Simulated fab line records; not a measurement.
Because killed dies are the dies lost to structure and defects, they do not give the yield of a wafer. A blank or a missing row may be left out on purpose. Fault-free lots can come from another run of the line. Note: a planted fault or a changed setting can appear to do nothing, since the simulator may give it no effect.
Which of the tools did it? / flow sky130 / 12 lots, 36 wafers sampled, at 5 steps of a route of 708

WHAT EACH GAUGE READ, for each wafer
SKY_LDD_LDN_OVL_MEAS_07.
lot=L743; measured=day 23 05:30; on=overlay-02; LDD_LDN_OVL (nm)=0.9 0.6 3.6
lot=L744; measured=day 23 08:12; on=overlay-01; LDD_LDN_OVL (nm)=1.3 -0.7 0.9
lot=L745; measured=day 23 22:02; on=overlay-02; LDD_LDN_OVL (nm)=3.3 1.9 2.8
lot=L746; measured=day 24 07:33; on=overlay-02; LDD_LDN_OVL (nm)=3.2 2.3 2.2
lot=L750; measured=day 25 21:54; on=overlay-01; LDD_LDN_OVL (nm)=0.0 1.0 0.0
lot=L752; measured=day 26 16:29; on=overlay-02; LDD_LDN_OVL (nm)=2.2 0.6 3.1
lot=L754; measured=day 27 01:21; on=overlay-01; LDD_LDN_OVL (nm)=-0.7 0.2 1.2
lot=L756; measured=day 27 18:42; on=overlay-01; LDD_LDN_OVL (nm)=-0.1 2.6 0.3
lot=L758; measured=day 28 07:11; on=overlay-02; LDD_LDN_OVL (nm)=1.2 0.9 0.4
lot=L761; measured=day 29 08:42; on=overlay-01; LDD_LDN_OVL (nm)=-0.3 0.2 -0.7
lot=L762; measured=day 29 17:47; on=overlay-01; LDD_LDN_OVL (nm)=1.4 1.2 0.5
lot=L765; measured=day 30 14:13; on=overlay-01; LDD_LDN_OVL (nm)=0.5 -0.1 -1.5

SKY_SD_P_OVL_MEAS_08.
lot=L743; measured=day 25 19:49; on=overlay-01; SD_P_OVL (nm)=-1.8 -4.1 -1.6
lot=L744; measured=day 25 22:01; on=overlay-02; SD_P_OVL (nm)=-2.6 1.8 -0.9
lot=L745; measured=day 26 11:51; on=overlay-02; SD_P_OVL (nm)=-0.6 -2.4 0.5
lot=L746; measured=day 26 21:07; on=overlay-02; SD_P_OVL (nm)=-1.0 0.5 -0.2
lot=L750; measured=day 28 09:19; on=overlay-01; SD_P_OVL (nm)=-1.9 1.9 0.0
lot=L752; measured=day 29 03:55; on=overlay-01; SD_P_OVL (nm)=100.4 99.1 99.1
lot=L754; measured=day 29 11:13; on=overlay-02; SD_P_OVL (nm)=103.8 101.4 101.5
lot=L756; measured=day 30 06:28; on=overlay-01; SD_P_OVL (nm)=-3.9 -3.4 -3.3
lot=L758; measured=day 30 18:52; on=overlay-01; SD_P_OVL (nm)=-3.4 -2.6 -1.9
lot=L761; measured=day 31 19:34; on=overlay-02; SD_P_OVL (nm)=-3.6 -1.3 -2.8
lot=L762; measured=day 32 04:03; on=overlay-02; SD_P_OVL (nm)=0.9 -0.8 0.9
lot=L765; measured=day 33 00:17; on=overlay-02; SD_P_OVL (nm)=-1.6 -1.0 -2.8

TOOL THAT RAN EACH LOT (tool first, then ch and the chambers of the sampled wafers, then the start)
lot=L743; SKY_POLY_GATE_ETCH_15=rie-diel-02 ch 0,1,3, day 16 16:21; SKY_POLY_GATE_ETCH_17=rie-si-01 ch 0,1,3, day 16 16:32; SKY_SD_P_EXPOSE_04=iline-stepper-02 ch 0, day 25 04:58
lot=L744; SKY_POLY_GATE_ETCH_15=rie-diel-02 ch 0,3, day 16 20:36; SKY_POLY_GATE_ETCH_17=rie-si-01 ch 1,2,3, day 16 20:47; SKY_SD_P_EXPOSE_04=iline-stepper-02 ch 0, day 25 08:33
lot=L745; SKY_POLY_GATE_ETCH_15=rie-diel-01 ch 0,1,3, day 17 05:05; SKY_POLY_GATE_ETCH_17=rie-si-02 ch 1,3, day 17 05:16; SKY_SD_P_EXPOSE_04=iline-stepper-02 ch 0, day 25 21:03
lot=L746; SKY_POLY_GATE_ETCH_15=rie-diel-02 ch 1,2,3, day 17 17:02; SKY_POLY_GATE_ETCH_17=rie-si-02 ch 1,2,3, day 17 17:13; SKY_SD_P_EXPOSE_04=iline-stepper-01 ch 0, day 26 06:48
lot=L750; SKY_POLY_GATE_ETCH_15=rie-diel-03 ch 0,2,3, day 19 10:54; SKY_POLY_GATE_ETCH_17=rie-si-01 ch 0,1,3, day 19 11:05; SKY_SD_P_EXPOSE_04=iline-stepper-02 ch 0, day 27 19:26
lot=L752; SKY_POLY_GATE_ETCH_15=rie-diel-03 ch 1,2,3, day 20 06:18; SKY_POLY_GATE_ETCH_17=rie-si-01 ch 0,1,3, day 20 06:29; SKY_SD_P_EXPOSE_04=iline-stepper-01 ch 0, day 28 13:37
lot=L754; SKY_POLY_GATE_ETCH_15=rie-diel-01 ch 0,1,3, day 20 16:14; SKY_POLY_GATE_ETCH_17=rie-si-02 ch 0,1,2, day 20 16:25; SKY_SD_P_EXPOSE_04=iline-stepper-01 ch 0, day 28 22:05
lot=L756; SKY_POLY_GATE_ETCH_15=rie-diel-03 ch 0,2,3, day 21 10:32; SKY_POLY_GATE_ETCH_17=rie-si-02 ch 0,2,3, day 21 10:43; SKY_SD_P_EXPOSE_04=iline-stepper-02 ch 0, day 29 16:23
lot=L758; SKY_POLY_GATE_ETCH_15=rie-diel-01 ch 0,1,3, day 21 22:38; SKY_POLY_GATE_ETCH_17=rie-si-02 ch 0,3, day 21 22:49; SKY_SD_P_EXPOSE_04=iline-stepper-02 ch 0, day 30 05:31
lot=L761; SKY_POLY_GATE_ETCH_15=rie-diel-01 ch 1,2, day 23 02:48; SKY_POLY_GATE_ETCH_17=rie-si-01 ch 1,2, day 23 02:59; SKY_SD_P_EXPOSE_04=iline-stepper-02 ch 0, day 31 05:29
lot=L762; SKY_POLY_GATE_ETCH_15=rie-diel-03 ch 1,2, day 23 12:45; SKY_POLY_GATE_ETCH_17=rie-si-02 ch 2,3, day 23 13:01; SKY_SD_P_EXPOSE_04=iline-stepper-02 ch 0, day 31 14:39
lot=L765; SKY_POLY_GATE_ETCH_15=rie-diel-03 ch 1,2, day 24 12:15; SKY_POLY_GATE_ETCH_17=rie-si-01 ch 0,1,3, day 24 12:26; SKY_SD_P_EXPOSE_04=iline-stepper-02 ch 0, day 32 10:44
- SKY_POLY_GATE_ETCH_15: etches BARC in N2/H2, stops on SiO2, time 118.5 s, target depth 110 nm.
- SKY_POLY_GATE_ETCH_17: etches poly-Si in HBr/Cl2, stops on SiO2, target depth 180 nm, time 70.5 s.
- SKY_SD_P_EXPOSE_04: exposes mask PSDM, target cd 380 nm.

AS READ BY THE TOOLS THEMSELVES (means over the sampled wafers that have a number; for cases with no such wafer, the mark the record gives instead)
SKY_POLY_GATE_ETCH_15.
lot=L743; tool=rie-diel-02; bias-w (W)=99.97; drypump-motor-current-A (A)=5.4; oes-product-au (a.u.)=0.715; throttle-valve-pct (%)=13.204
lot=L744; tool=rie-diel-02; bias-w (W)=100.15; drypump-motor-current-A (A)=5.6; oes-product-au (a.u.)=0.709; throttle-valve-pct (%)=13.214
lot=L745; tool=rie-diel-01; bias-w (W)=100.17; drypump-motor-current-A (A)=5.3; oes-product-au (a.u.)=0.714; throttle-valve-pct (%)=13.209
lot=L746; tool=rie-diel-02; bias-w (W)=100.15; drypump-motor-current-A (A)=5.4; oes-product-au (a.u.)=0.710; throttle-valve-pct (%)=13.213
lot=L750; tool=rie-diel-03; bias-w (W)=99.94; drypump-motor-current-A (A)=6.0; oes-product-au (a.u.)=0.714; throttle-valve-pct (%)=13.213
lot=L752; tool=rie-diel-03; bias-w (W)=100.10; drypump-motor-current-A (A)=6.0; oes-product-au (a.u.)=0.719; throttle-valve-pct (%)=13.212
lot=L754; tool=rie-diel-01; bias-w (W)=99.68; drypump-motor-current-A (A)=5.3; oes-product-au (a.u.)=0.720; throttle-valve-pct (%)=13.211
lot=L756; tool=rie-diel-03; bias-w (W)=100.16; drypump-motor-current-A (A)=6.0; oes-product-au (a.u.)=0.716; throttle-valve-pct (%)=13.219
lot=L758; tool=rie-diel-01; bias-w (W)=100.17; drypump-motor-current-A (A)=5.2; oes-product-au (a.u.)=0.716; throttle-valve-pct (%)=13.206
lot=L761; tool=rie-diel-01; bias-w (W)=100.06; drypump-motor-current-A (A)=5.4; oes-product-au (a.u.)=0.719; throttle-valve-pct (%)=13.211
lot=L762; tool=rie-diel-03; bias-w (W)=99.94; drypump-motor-current-A (A)=6.2; oes-product-au (a.u.)=0.720; throttle-valve-pct (%)=13.212
lot=L765; tool=rie-diel-03; bias-w (W)=99.75; drypump-motor-current-A (A)=5.8; oes-product-au (a.u.)=0.715; throttle-valve-pct (%)=13.208

SKY_POLY_GATE_ETCH_17.
lot=L743; tool=rie-si-01; bias-w (W)=100.15; drypump-motor-current-A (A)=6.0; oes-product-au (a.u.)=0.981; throttle-valve-pct (%)=33.695
lot=L744; tool=rie-si-01; bias-w (W)=100.19; drypump-motor-current-A (A)=6.1; oes-product-au (a.u.)=0.989; throttle-valve-pct (%)=33.671
lot=L745; tool=rie-si-02; bias-w (W)=99.64; drypump-motor-current-A (A)=5.1; oes-product-au (a.u.)=0.978; throttle-valve-pct (%)=33.684
lot=L746; tool=rie-si-02; bias-w (W)=100.11; drypump-motor-current-A (A)=5.4; oes-product-au (a.u.)=0.980; throttle-valve-pct (%)=33.694
lot=L750; tool=rie-si-01; bias-w (W)=100.02; drypump-motor-current-A (A)=6.0; oes-product-au (a.u.)=0.991; throttle-valve-pct (%)=33.692
lot=L752; tool=rie-si-01; bias-w (W)=100.02; drypump-motor-current-A (A)=6.0; oes-product-au (a.u.)=0.990; throttle-valve-pct (%)=33.682
lot=L754; tool=rie-si-02; bias-w (W)=99.88; drypump-motor-current-A (A)=5.6; oes-product-au (a.u.)=0.988; throttle-valve-pct (%)=33.682
lot=L756; tool=rie-si-02; bias-w (W)=99.95; drypump-motor-current-A (A)=5.6; oes-product-au (a.u.)=0.989; throttle-valve-pct (%)=33.680
lot=L758; tool=rie-si-02; bias-w (W)=99.91; drypump-motor-current-A (A)=5.3; oes-product-au (a.u.)=0.983; throttle-valve-pct (%)=33.682
lot=L761; tool=rie-si-01; bias-w (W)=100.04; drypump-motor-current-A (A)=6.1; oes-product-au (a.u.)=0.981; throttle-valve-pct (%)=33.687
lot=L762; tool=rie-si-02; bias-w (W)=100.21; drypump-motor-current-A (A)=5.4; oes-product-au (a.u.)=0.977; throttle-valve-pct (%)=33.677
lot=L765; tool=rie-si-01; bias-w (W)=99.82; drypump-motor-current-A (A)=6.0; oes-product-au (a.u.)=0.989; throttle-valve-pct (%)=33.684

THE ANSWER, worked out from the rows above alone
Rule: the lots themselves supply what counts as usual. Put in order of their means at a reading, lots are off if they are a third of the lots or fewer, leave a main group of 4 or more, and stand apart from it by a gap of 3 or more times the standard deviation of the main group's means; of several such gaps the widest counts. If all means in a main group match to the digits the tables above print for the reading, that group is not used. Also off: a lot with no number at a reading for which 4 or more lots have one. The other lots that the step has rows for count as sound. Order of review: gauges by route order, followed by the tools' own readings, for which a lot's mean as printed above is used. The first step at which some lot is off is used, and at that step the reading that is off furthest; a lot without a number counts as furthest.
Off: at SKY_SD_P_OVL_MEAS_08 (SD_P_OVL), L752, L754. For the main group the mean is -1.4 nm and the standard deviation 1.3.
A tool fits if, at a process step before that reading, it ran every lot that is off, and no sound lot after the first of them. The gauges at SKY_SD_P_OVL_MEAS_08 are tried like those tools. One candidate fits, namely iline-stepper-01 at SKY_SD_P_EXPOSE_04. Its last sound lot is L746 (day 26 06:48), its first lot that is off L752 (day 28 13:37): a fault that began between those two fits.

WHAT THE SIMULATOR HAD INSERTED
Scanner matching overlay: iline-stepper-01, from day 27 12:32 on, at SKY_SD_P_EXPOSE_04. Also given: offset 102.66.
Lots struck among those shown: L752, L754. Same finding as the rule above.
